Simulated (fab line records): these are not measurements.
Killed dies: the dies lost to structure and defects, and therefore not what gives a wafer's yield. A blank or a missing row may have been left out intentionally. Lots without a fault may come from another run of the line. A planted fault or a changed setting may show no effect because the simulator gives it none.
Matching of chambers :: flow gf180mcu :: GF_V2_CMP_04 on cmp-02: 4 sister chambers
The step polishes SiO2. 39 wafers are shown with their chamber, then 12 later ones without.

== WAFERS PAIRED WITH THEIR CHAMBERS ==
wafer: L074.2
chamber: 0
motor current A (A): 9.7
time to endpoint s (s): 80

wafer: L074.3
chamber: 2
motor current A (A): 11.4
time to endpoint s (s): 78

wafer: L074.5
chamber: 2
motor current A (A): 12.4
time to endpoint s (s): 80

wafer: L074.1
chamber: 3
motor current A (A): 11.6
time to endpoint s (s): 79

wafer: L074.4
chamber: 1
motor current A (A): 11.7
time to endpoint s (s): 83

wafer: L074.6
chamber: 3
motor current A (A): 11.4
time to endpoint s (s): 86

wafer: L075.2
chamber: 0
motor current A (A): 10.7
time to endpoint s (s): 80

wafer: L075.5
chamber: 1
motor current A (A): 11.1
time to endpoint s (s): 79

wafer: L075.6
chamber: 2
motor current A (A): 12.7
time to endpoint s (s): 83

wafer: L077.1
chamber: 2
motor current A (A): 12.1
time to endpoint s (s): 82

wafer: L077.2
chamber: 1
motor current A (A): 11.2
time to endpoint s (s): 81

wafer: L077.6
chamber: 1
motor current A (A): 10.9
time to endpoint s (s): 86

wafer: L077.3
chamber: 3
motor current A (A): 11.3
time to endpoint s (s): 88

wafer: L077.4
chamber: 0
motor current A (A): 11.0
time to endpoint s (s): 84

wafer: L077.5
chamber: 2
motor current A (A): 11.6
time to endpoint s (s): 83

wafer: L079.2
chamber: 0
motor current A (A): 10.5
time to endpoint s (s): 86

wafer: L079.5
chamber: 1
motor current A (A): 10.5
time to endpoint s (s): 88

wafer: L079.6
chamber: 2
motor current A (A): 12.3
time to endpoint s (s): 88

wafer: L081.1
chamber: 3
motor current A (A): 11.0
time to endpoint s (s): 85

wafer: L081.5
chamber: 0
motor current A (A): 10.2
time to endpoint s (s): 89

wafer: L081.6
chamber: 3
motor current A (A): 11.5
time to endpoint s (s): 87

wafer: L082.3
chamber: 1
motor current A (A): 10.3
time to endpoint s (s): 84

wafer: L082.4
chamber: 0
motor current A (A): 10.1
time to endpoint s (s): 87

wafer: L082.5
chamber: 0
motor current A (A): 10.7
time to endpoint s (s): 90

wafer: L087.1
chamber: 0
motor current A (A): 10.8
time to endpoint s (s): 81

wafer: L087.4
chamber: 3
motor current A (A): 11.2
time to endpoint s (s): 89

wafer: L087.5
chamber: 0
motor current A (A): 10.6
time to endpoint s (s): 84

wafer: L088.2
chamber: 3
motor current A (A): 11.7
time to endpoint s (s): 86

wafer: L088.3
chamber: 1
motor current A (A): 10.9
time to endpoint s (s): 87

wafer: L088.4
chamber: 2
motor current A (A): 11.6
time to endpoint s (s): 84

wafer: L089.1
chamber: 2
motor current A (A): 11.2
time to endpoint s (s): 84

wafer: L089.2
chamber: 3
motor current A (A): 11.6
time to endpoint s (s): 87

wafer: L089.3
chamber: 0
motor current A (A): 10.5
time to endpoint s (s): 95

wafer: L091.1
chamber: 2
motor current A (A): 12.2
time to endpoint s (s): 77

wafer: L091.3
chamber: 1
motor current A (A): 11.4
time to endpoint s (s): 76

wafer: L091.4
chamber: 3
motor current A (A): 11.2
time to endpoint s (s): 77

wafer: L093.2
chamber: 1
motor current A (A): 10.8
time to endpoint s (s): 75

wafer: L093.3
chamber: 2
motor current A (A): 10.7
time to endpoint s (s): 69

wafer: L093.4
chamber: 0
motor current A (A): 10.1
time to endpoint s (s): 81

SIGNATURES, as means of the wafers listed above
reading: motor current A
chamber 0: 10.445
chamber 1: 10.978
chamber 2: 11.820
chamber 3: 11.389
scatter within a chamber: 0.442

reading: time to endpoint s
chamber 0: 85.18
chamber 1: 82.11
chamber 2: 80.80
chamber 3: 84.89
scatter within a chamber: 4.74
Rule: distance of a wafer from a chamber = root of the sum over the readings of ((wafer's reading minus chamber's mean) / reading's scatter) squared. The wafer belongs to the nearest chamber; if the next one is less than 2 further off, it can't be placed. The scatter: the root of (the sum of the squares of (reading less its chamber's mean) over the shown wafers, divided by (wafers less chambers)).

== WAFERS WHOSE CHAMBER IS MISSING ==
wafer: L093.1
motor current A (A): 10.9
time to endpoint s (s): 72

wafer: L093.5
motor current A (A): 11.0
time to endpoint s (s): 77

wafer: L093.6
motor current A (A): 12.1
time to endpoint s (s): 75

wafer: L095.1
motor current A (A): 12.1
time to endpoint s (s): 77

wafer: L095.3
motor current A (A): 11.8
time to endpoint s (s): 77

wafer: L095.5
motor current A (A): 12.0
time to endpoint s (s): 77

wafer: L095.2
motor current A (A): 11.0
time to endpoint s (s): 74

wafer: L095.4
motor current A (A): 11.6
time to endpoint s (s): 84

wafer: L095.6
motor current A (A): 11.4
time to endpoint s (s): 76

wafer: L097.1
motor current A (A): 11.5
time to endpoint s (s): 76

wafer: L097.3
motor current A (A): 12.0
time to endpoint s (s): 83

wafer: L097.6
motor current A (A): 10.1
time to endpoint s (s): 89

== WHICH CHAMBER EACH ONE RAN IN ==
wafer: L093.1
from the rows above: can't be placed: 1 or 2 or 3 or 0
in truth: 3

wafer: L093.5
from the rows above: can't be placed: 1 or 3 or 2 or 0
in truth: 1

wafer: L093.6
from the rows above: can't be placed: 2 or 3 or 1
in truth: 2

wafer: L095.1
from the rows above: can't be placed: 2 or 3 or 1
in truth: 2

wafer: L095.3
from the rows above: can't be placed: 2 or 3 or 1
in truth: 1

wafer: L095.5
from the rows above: can't be placed: 2 or 3 or 1
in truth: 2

wafer: L095.2
from the rows above: can't be placed: 1 or 2 or 3 or 0
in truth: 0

wafer: L095.4
from the rows above: can't be placed: 3 or 2 or 1
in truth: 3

wafer: L095.6
from the rows above: can't be placed: 2 or 1 or 3 or 0
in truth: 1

wafer: L097.1
from the rows above: can't be placed: 2 or 1 or 3 or 0
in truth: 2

wafer: L097.3
from the rows above: can't be placed: 2 or 3 or 1
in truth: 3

wafer: L097.6
from the rows above: can't be placed: 0 or 1 or 3
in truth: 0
Correctly placed: 0 of 12. Can't be placed from these rows: 12 (the true chamber is among the candidates in 12). Number placed wrongly: 0.
